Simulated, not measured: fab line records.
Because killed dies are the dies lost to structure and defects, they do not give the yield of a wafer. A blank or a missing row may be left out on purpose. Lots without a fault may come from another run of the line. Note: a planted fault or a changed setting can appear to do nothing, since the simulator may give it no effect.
Which tool was responsible?    flow sky130    Sampling: 15 lots, 45 wafers, 4 of 708 route steps

## WHAT THE GAUGES READ, wafer by wafer
SKY_VT_ADJUST_HVTR_TW_MEAS_11.
lot   measured      on            VT_ADJUST_HVTR_TW
L385  day 9 18:19   filmMetro-02  212.0 211.1 212.1
L386  day 9 23:16   filmMetro-03  210.8 212.1 211.0
L387  day 10 07:22  filmMetro-02  211.7 212.2 211.8
L388  day 10 17:13  filmMetro-01  209.9 209.8 210.0
L389  day 10 20:40  filmMetro-01  210.4 210.7 211.1
L390  day 11 02:46  filmMetro-03  210.6 211.6 211.5
L398  day 13 09:59  filmMetro-03  213.4 213.9 212.3
L399  day 13 19:04  filmMetro-02  210.2 209.8 209.3
L400  day 14 01:06  filmMetro-02  211.8 210.0 211.7
L401  day 14 10:13  filmMetro-01  213.2 210.8 211.9
L403  day 15 03:23  filmMetro-02  210.7 211.7 211.6
L402  day 15 04:07  filmMetro-03  212.8 213.7 213.4
L405  day 15 18:34  filmMetro-02  211.8 210.9 211.1
L406  day 16 10:22  filmMetro-01  212.0 210.7 212.1
L408  day 17 02:00  filmMetro-03  212.4 211.5 212.4

SKY_SONOS_ONO_CD_MEAS_13: target cd 410 nm.
lot   measured      on        cdNm (nm)
L385  day 12 21:54  cdSem-02  409.9 411.4 410.4
L386  day 13 05:15  cdSem-02  407.4 408.6 407.9
L387  day 13 10:50  cdSem-02  411.1 408.3 410.0
L388  day 14 00:22  cdSem-02  - - -
L389  day 14 02:45  cdSem-01  - - -
L390  day 14 12:39  cdSem-02  - - -
L398  day 17 03:07  cdSem-01  407.7 406.9 410.0
L399  day 17 12:06  cdSem-01  412.5 413.8 415.2
L400  day 17 20:28  cdSem-02  412.3 412.2 412.7
L401  day 18 05:13  cdSem-01  411.9 411.0 410.3
L403  day 18 22:57  cdSem-01  407.8 407.3 406.6
L402  day 18 23:42  cdSem-02  403.3 406.0 406.2
L405  day 19 15:51  cdSem-02  411.8 411.4 413.4
L406  day 20 11:57  cdSem-01  408.6 409.7 410.4
L408  day 21 04:15  cdSem-02  412.8 412.8 411.6

## WHAT TOOL EACH LOT RAN ON (gives the tool, then ch and the chambers of the sampled wafers, and finally the start)
lot   SKY_VT_ADJUST_LVTN_STRIP_20          SKY_SONOS_ONO_DEVELOP_12
L385  plasmaAsher-02 ch 0,1, day 7 22:50   lithoTrack-01 ch 0, day 12 21:45
L386  plasmaAsher-03 ch 0,1, day 8 03:59   lithoTrack-03 ch 0, day 13 05:07
L387  plasmaAsher-04 ch 0, day 8 11:14     lithoTrack-04 ch 0, day 13 10:41
L388  plasmaAsher-04 ch 0,1, day 8 20:48   lithoTrack-03, day 14 00:13
L389  plasmaAsher-04 ch 1, day 8 23:59     lithoTrack-04, day 14 02:36
L390  plasmaAsher-02 ch 0,1, day 9 05:42   lithoTrack-01, day 14 12:30
L398  plasmaAsher-04 ch 0,1, day 11 08:01  lithoTrack-01 ch 0, day 17 02:59
L399  plasmaAsher-03 ch 0,1, day 11 15:40  lithoTrack-04 ch 0, day 17 11:57
L400  plasmaAsher-04 ch 0,1, day 11 22:53  lithoTrack-03 ch 0, day 17 20:19
L401  plasmaAsher-02 ch 0,1, day 12 06:44  lithoTrack-04 ch 0, day 18 05:05
L403  plasmaAsher-02 ch 0,1, day 12 21:46  lithoTrack-03 ch 0, day 18 22:49
L402  plasmaAsher-03 ch 0,1, day 12 23:32  lithoTrack-01 ch 0, day 18 23:33
L405  plasmaAsher-03 ch 0,1, day 13 13:11  lithoTrack-04 ch 0, day 19 15:42
L406  plasmaAsher-02 ch 0,1, day 14 03:35  lithoTrack-01 ch 0, day 20 11:48
L408  plasmaAsher-03 ch 0,1, day 14 18:23  lithoTrack-01 ch 0, day 21 04:06
- SKY_VT_ADJUST_LVTN_STRIP_20: strips in O2/N2.
- SKY_SONOS_ONO_DEVELOP_12: develop time 60 s.

## WHAT THE TOOLS THEMSELVES READ (means of the sampled wafers that have a number; where no wafer has one, the mark that the record gives instead)
SKY_VT_ADJUST_LVTN_STRIP_20.
lot   tool            drypumpMotorCurrentA (A)  oesProductAu (a.u.)  stripTimeToEndpointS (s)
L385  plasmaAsher-02  6.0                       0.714                14.22
L386  plasmaAsher-03  6.0                       0.717                14.16
L387  plasmaAsher-04  6.1                       0.720                14.20
L388  plasmaAsher-04  6.2                       0.712                14.16
L389  plasmaAsher-04  6.2                       0.710                14.16
L390  plasmaAsher-02  6.0                       0.715                14.20
L398  plasmaAsher-04  6.2                       0.717                14.17
L399  plasmaAsher-03  6.0                       0.713                14.13
L400  plasmaAsher-04  6.1                       0.716                14.17
L401  plasmaAsher-02  6.0                       0.715                14.13
L403  plasmaAsher-02  5.6                       0.717                14.24
L402  plasmaAsher-03  6.3                       0.711                14.20
L405  plasmaAsher-03  6.3                       0.718                14.17
L406  plasmaAsher-02  5.6                       0.715                14.16
L408  plasmaAsher-03  6.0                       0.719                14.13

SKY_SONOS_ONO_DEVELOP_12.
lot   tool           chillPlateTempC (C)  resistLineTempC (C)
L385  lithoTrack-01  22.96                22.97
L386  lithoTrack-03  22.93                22.99
L387  lithoTrack-04  23.00                22.92
L388  lithoTrack-03  -                    -
L389  lithoTrack-04  -                    -
L390  lithoTrack-01  -                    -
L398  lithoTrack-01  22.98                23.04
L399  lithoTrack-04  23.11                22.95
L400  lithoTrack-03  22.94                23.01
L401  lithoTrack-04  23.03                23.06
L403  lithoTrack-03  23.07                22.95
L402  lithoTrack-01  23.10                22.96
L405  lithoTrack-04  22.89                22.84
L406  lithoTrack-01  23.00                23.04
L408  lithoTrack-01  22.94                23.13

## THE ANSWER, worked out from the rows above alone
Rule: the usual values come from the lots themselves. The widest of any qualifying gaps counts: lots, ordered by their means at a reading, are off when they make up no more than a third of the lots, leave a main group of 4 or more, and stand apart from it by 3 or more times the standard deviation of that group's means. The tables above print the reading to a certain number of digits; a main group whose means all agree to those digits is not used. Also off: a lot with no number at a reading for which 4 or more lots have one. All remaining lots with rows at the step are treated as sound. Order of review: gauges by route order, followed by the tools' own readings, for which a lot's mean as printed above is used. The first step at which some lot is off is used, and at that step the reading that is off furthest; a lot without a number counts as furthest.
Off: L388, L389, L390, at SKY_SONOS_ONO_CD_MEAS_13 (cdNm). Without a number there: L388, L389, L390. The main group: mean 410.0 nm, standard deviation 2.4.
If a tool, at a process step before that reading, ran all the lots that are off and no sound lot after the first of them, it fits. The gauges at SKY_SONOS_ONO_CD_MEAS_13 aren't tried: what is off there is off at SKY_SONOS_ONO_DEVELOP_12 too, on other tools, and a gauge's error can't cause that. None of those tried fits.

## WHAT THE SIMULATOR HAD PUT IN
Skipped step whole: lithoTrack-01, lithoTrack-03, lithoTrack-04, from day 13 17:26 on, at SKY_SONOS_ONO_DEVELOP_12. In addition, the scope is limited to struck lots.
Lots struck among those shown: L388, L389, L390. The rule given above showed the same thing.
